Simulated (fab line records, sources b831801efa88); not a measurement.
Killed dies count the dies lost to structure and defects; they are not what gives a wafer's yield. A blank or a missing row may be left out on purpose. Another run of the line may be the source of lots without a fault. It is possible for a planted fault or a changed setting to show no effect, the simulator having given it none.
Which of the tools did it? + flow sky130 + 36 wafers from 12 lots sampled at 5 of the route's 708 steps

## WHAT THE GAUGES SHOWED, per wafer
SKY_PWDE_OVL_MEAS_07. Usual: PWDE_OVL -0.7 nm, standard deviation 1.2.
| lot  | measured    | on         | PWDE_OVL (nm)  | flag |
|------|-------------|------------|----------------|------|
| L324 | day 4 02:46 | overlay-01 | -0.6 -1.5 -2.4 |      |
| L325 | day 4 08:18 | overlay-02 | -0.4 -1.7 -1.5 |      |
| L327 | day 4 20:40 | overlay-01 | -1.3 -1.2 -0.3 |      |
| L328 | day 5 02:01 | overlay-01 | -0.6 0.9 -0.1  |      |
| L330 | day 5 11:45 | overlay-02 | -2.5 -0.9 -3.3 |      |
| L332 | day 5 22:11 | overlay-02 | -2.1 -2.0 -0.2 |      |
| L338 | day 7 09:32 | overlay-01 | 0.6 0.3 -1.1   |      |
| L340 | day 8 01:45 | overlay-02 | -1.0 -2.5 -1.7 |      |
| L342 | day 8 13:42 | overlay-01 | -1.3 -3.4 -2.5 |      |
| L343 | day 8 15:14 | overlay-02 | 1.4 -0.1 0.5   |      |
| L344 | day 8 21:06 | overlay-02 | 0.2 -0.7 -1.7  |      |
| L346 | day 9 06:57 | overlay-02 | -1.4 -0.3 -2.0 |      |

SKY_POLY_GATE_THK_MEAS_21. Usual: POLY_GATE_OXIDATION_THK 3.97 nm, standard deviation 0.083.
| lot  | measured     | on            | POLY_GATE_OXIDATION_THK (nm) | flag |
|------|--------------|---------------|------------------------------|------|
| L324 | day 17 04:39 | film_metro-01 | 3.89 3.88 3.92               |      |
| L325 | day 17 05:29 | film_metro-03 | 4.09 4.10 4.12               |      |
| L327 | day 18 09:53 | film_metro-01 | 3.96 3.88 3.93               |      |
| L328 | day 18 18:40 | film_metro-03 | 3.86 3.79 3.90               |      |
| L330 | day 19 09:46 | film_metro-03 | 4.05 4.03 3.93               |      |
| L332 | day 20 05:43 | film_metro-02 | 3.99 3.97 4.03               |      |
| L338 | day 22 02:25 | film_metro-03 | 3.93 3.87 3.86               |      |
| L340 | day 23 08:26 | film_metro-01 | 3.84 3.92 3.85               |      |
| L342 | day 23 15:10 | film_metro-03 | 4.04 4.03 4.01               |      |
| L343 | day 23 17:20 | film_metro-03 | 4.08 4.08 4.09               |      |
| L344 | day 24 04:04 | film_metro-01 | 3.93 3.98 3.96               |      |
| L346 | day 24 21:38 | film_metro-03 | 4.17 4.01 4.15               |      |

SKY_LDD_HVN_TW_MEAS_10. Usual: LDD_HVN_TW 1439, standard deviation 19.
| lot  | measured     | on            | LDD_HVN_TW     | flag |
|------|--------------|---------------|----------------|------|
| L324 | day 21 01:25 | film_metro-01 | 1448 1443 1450 |      |
| L325 | day 21 02:10 | film_metro-01 | 1441 1443 1445 |      |
| L327 | day 22 06:20 | film_metro-03 | 1418 1414 1415 |      |
| L328 | day 22 15:11 | film_metro-02 | 1444 1435 1438 |      |
| L330 | day 23 07:41 | film_metro-02 | 1437 1440 1447 |      |
| L332 | day 24 03:07 | film_metro-02 | 1456 1449 1446 |      |
| L338 | day 25 23:45 | film_metro-01 | 1527 1523 1521 | OFF  |
| L340 | day 27 03:42 | film_metro-02 | 1502 1508 1506 | OFF  |
| L342 | day 27 10:42 | film_metro-03 | 1414 1410 1417 |      |
| L343 | day 27 12:51 | film_metro-03 | 1404 1405 1407 |      |
| L344 | day 27 21:43 | film_metro-02 | 1442 1440 1443 |      |
| L346 | day 28 14:40 | film_metro-03 | 1406 1415 1408 |      |

## EACH LOT AND THE TOOL THAT RAN IT (in order: tool; ch and the chambers of the sampled wafers; start)
| lot  | SKY_VT_ADJUST_LVTN_STRIP_20          | SKY_LDD_HVN_IMPLANT_08          |
|------|--------------------------------------|---------------------------------|
| L324 | plasma_asher-04 ch 0,1, day 8 02:16  | implanter-01 ch 0, day 21 01:13 |
| L325 | plasma_asher-04 ch 0,1, day 8 09:50  | implanter-04 ch 0, day 21 01:55 |
| L327 | plasma_asher-01 ch 0,1, day 8 23:59  | implanter-03 ch 0, day 22 06:07 |
| L328 | plasma_asher-04 ch 0,1, day 9 06:32  | implanter-03 ch 0, day 22 14:59 |
| L330 | plasma_asher-03 ch 0,1, day 9 19:28  | implanter-01 ch 0, day 23 07:26 |
| L332 | plasma_asher-01 ch 0,1, day 10 07:26 | implanter-01 ch 0, day 24 02:53 |
| L338 | plasma_asher-03 ch 0,1, day 12 01:32 | implanter-01 ch 0, day 25 23:30 |
| L340 | plasma_asher-04 ch 0,1, day 12 21:11 | implanter-01 ch 0, day 27 03:27 |
| L342 | plasma_asher-01 ch 0, day 13 12:26   | implanter-03 ch 0, day 27 10:27 |
| L343 | plasma_asher-04 ch 0,1, day 13 12:33 | implanter-03 ch 0, day 27 12:36 |
| L344 | plasma_asher-03 ch 0,1, day 13 21:56 | implanter-04 ch 0, day 27 21:28 |
| L346 | plasma_asher-01 ch 0, day 14 08:45   | implanter-03 ch 0, day 28 14:26 |
- SKY_VT_ADJUST_LVTN_STRIP_20: strips in O2/N2.
- SKY_LDD_HVN_IMPLANT_08

## WHAT THE TOOLS THEMSELVES READ (means of the sampled wafers that have a number; where no wafer has one, the mark that the record gives instead)
SKY_VT_ADJUST_LVTN_STRIP_20. Usual: drypump_motor_current_A 5.7 A, standard deviation 0.41; oes_product_au 0.715 a.u., standard deviation 0.0044; strip_time_to_endpoint_s 14.07 s, standard deviation 0.037.
| lot  | tool            | drypump_motor_current_A (A) | oes_product_au (a.u.) | strip_time_to_endpoint_s (s) | flag |
|------|-----------------|-----------------------------|-----------------------|------------------------------|------|
| L324 | plasma_asher-04 | 5.6                         | 0.719                 | 14.03                        |      |
| L325 | plasma_asher-04 | 5.6                         | 0.717                 | 14.06                        |      |
| L327 | plasma_asher-01 | 5.9                         | 0.714                 | 14.03                        |      |
| L328 | plasma_asher-04 | 5.4                         | 0.714                 | 14.05                        |      |
| L330 | plasma_asher-03 | 6.0                         | 0.716                 | 14.08                        |      |
| L332 | plasma_asher-01 | 5.9                         | 0.717                 | 14.10                        |      |
| L338 | plasma_asher-03 | 6.0                         | 0.716                 | 14.12                        |      |
| L340 | plasma_asher-04 | 5.6                         | 0.717                 | 14.08                        |      |
| L342 | plasma_asher-01 | 6.3                         | 0.714                 | 14.08                        |      |
| L343 | plasma_asher-04 | 5.4                         | 0.719                 | 14.07                        |      |
| L344 | plasma_asher-03 | 6.0                         | 0.722                 | 14.08                        |      |
| L346 | plasma_asher-01 | 6.3                         | 0.713                 | 14.02                        |      |

SKY_LDD_HVN_IMPLANT_08. Usual: dose_ions_cm2 2.999e+13, standard deviation 3.1e+10; faraday_current_uA 169, standard deviation 3.3.
| lot  | tool         | dose_ions_cm2 | faraday_current_uA | flag |
|------|--------------|---------------|--------------------|------|
| L324 | implanter-01 | 2.998e+13     | 168                |      |
| L325 | implanter-04 | 3.003e+13     | 170                |      |
| L327 | implanter-03 | 3.000e+13     | 171                |      |
| L328 | implanter-03 | 3.000e+13     | 171                |      |
| L330 | implanter-01 | 3.002e+13     | 169                |      |
| L332 | implanter-01 | 2.998e+13     | 171                |      |
| L338 | implanter-01 | 3.402e+13     | 194                | OFF  |
| L340 | implanter-01 | 3.398e+13     | 191                | OFF  |
| L342 | implanter-03 | 2.999e+13     | 167                |      |
| L343 | implanter-03 | 3.001e+13     | 167                |      |
| L344 | implanter-04 | 3.005e+13     | 168                |      |
| L346 | implanter-03 | 3.001e+13     | 167                |      |

## THE ANSWER, worked out from the rows above alone
Rule: lot off if the mean of its wafers having a number is beyond 3 standard deviations from the usual mean. A lot without any number at a reading at which 4 lots or more have one is off too. The other lots that the step has rows for count as sound. The gauges are gone through in route order, then the tools' own readings, and for those a lot's mean is taken as printed above. At the first step where some lot is off, the reading lying furthest off is the one used; lots without a number count as furthest.
Off: L338, L340, at SKY_LDD_HVN_TW_MEAS_10 (LDD_HVN_TW).
If a tool, at a process step before that reading, ran all the lots that are off and no sound lot after the first of them, it fits. The gauges at SKY_LDD_HVN_TW_MEAS_10 aren't tried: what is off there is off at SKY_LDD_HVN_IMPLANT_08 too, on other tools, and a gauge's error can't cause that. One fits: SKY_LDD_HVN_IMPLANT_08 on implanter-01. Its last sound lot is L332 (day 24 02:53), its first lot that is off L338 (day 25 23:30): a fault that began between those two fits.
The tool's own readings at SKY_LDD_HVN_IMPLANT_08 bear it out: on the lots that are off they differ by more than 5 times the standard deviation of the sound lots' means. dose_ions_cm2 reads 3.400e+13 there against 3.001e+13 on the sound lots; faraday_current_uA reads 192 there against 169 on the sound lots.

## WHAT THE SIMULATOR PUT IN
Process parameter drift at SKY_LDD_HVN_IMPLANT_08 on implanter-01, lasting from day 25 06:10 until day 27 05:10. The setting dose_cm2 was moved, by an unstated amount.
Shown lots that were struck: L338, L340. The rule above found the same.
